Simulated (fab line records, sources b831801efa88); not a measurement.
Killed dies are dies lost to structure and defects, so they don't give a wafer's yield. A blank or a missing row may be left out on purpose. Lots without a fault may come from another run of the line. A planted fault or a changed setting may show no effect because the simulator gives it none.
Which tool did it? | flow gf180mcu | 6 lots, 18 wafers sampled, at 3 steps of a route of 602

WHAT THE GAUGES READ, wafer by wafer
GF_HV_LDD_TW_MEAS_38.
lot  | measured     | on            | HV_LDD_3_TW
L238 | day 12 06:17 | film_metro-04 | 1464 1463 1471
L239 | day 12 17:29 | film_metro-04 | 1472 1469 1465
L243 | day 13 15:35 | film_metro-04 | 1460 1450 1449
L247 | day 14 19:03 | film_metro-01 | 1421 1420 1418
L250 | day 15 13:35 | film_metro-02 | 1412 1419 1424
L259 | day 18 14:23 | film_metro-04 | 30 30 31

WHICH TOOL RAN EACH LOT (tool, then ch and the chambers of the sampled wafers, then the start)
lot  | GF_HV_LDD_STRIP_22                   | GF_HV_LDD_STRIP_37
L238 | plasma_asher-01 ch 0,1, day 11 10:41 | plasma_asher-01 ch 0,1, day 12 06:11
L239 | plasma_asher-03 ch 0,1, day 11 21:05 | plasma_asher-02 ch 0,1, day 12 17:23
L243 | plasma_asher-03 ch 0,1, day 12 18:50 | plasma_asher-02 ch 0,1, day 13 15:29
L247 | plasma_asher-02 ch 0,1, day 13 21:35 | plasma_asher-02 ch 0,1, day 14 18:56
L250 | plasma_asher-03 ch 0,1, day 14 16:08 | plasma_asher-02 ch 0,1, day 15 13:29
L259 | plasma_asher-01 ch 0,1, day 17 14:11 | plasma_asher-02 ch 0, day 18 14:17
- GF_HV_LDD_STRIP_22: strips in O2/N2.
- GF_HV_LDD_STRIP_37: strips in O2/N2.

THE ANSWER, worked out from the rows above alone
Rule: what is usual is taken from the lots themselves. Put in order of their means at a reading, lots are off if they are a third of the lots or fewer, leave a main group of 4 or more, and stand apart from it by a gap of 3 or more times the standard deviation of the main group's means; of several such gaps the widest counts. A main group whose means are all the same, to the digits that the tables above print for the reading, isn't used. A lot without any number at a reading at which 4 lots or more have one is off too. The other lots that the step has rows for count as sound.
Off: L259, at GF_HV_LDD_TW_MEAS_38 (HV_LDD_3_TW). The main group: mean 1445, standard deviation 22.
A tool fits if, at a process step before that reading, it ran every lot that is off, and no sound lot after the first of them. The gauges at GF_HV_LDD_TW_MEAS_38 are tried like those tools. Can't be told from this: 3 tools fit, plasma_asher-01 at GF_HV_LDD_STRIP_22, plasma_asher-02 at GF_HV_LDD_STRIP_37, film_metro-04 at GF_HV_LDD_TW_MEAS_38.

WHAT THE SIMULATOR HAD PUT IN
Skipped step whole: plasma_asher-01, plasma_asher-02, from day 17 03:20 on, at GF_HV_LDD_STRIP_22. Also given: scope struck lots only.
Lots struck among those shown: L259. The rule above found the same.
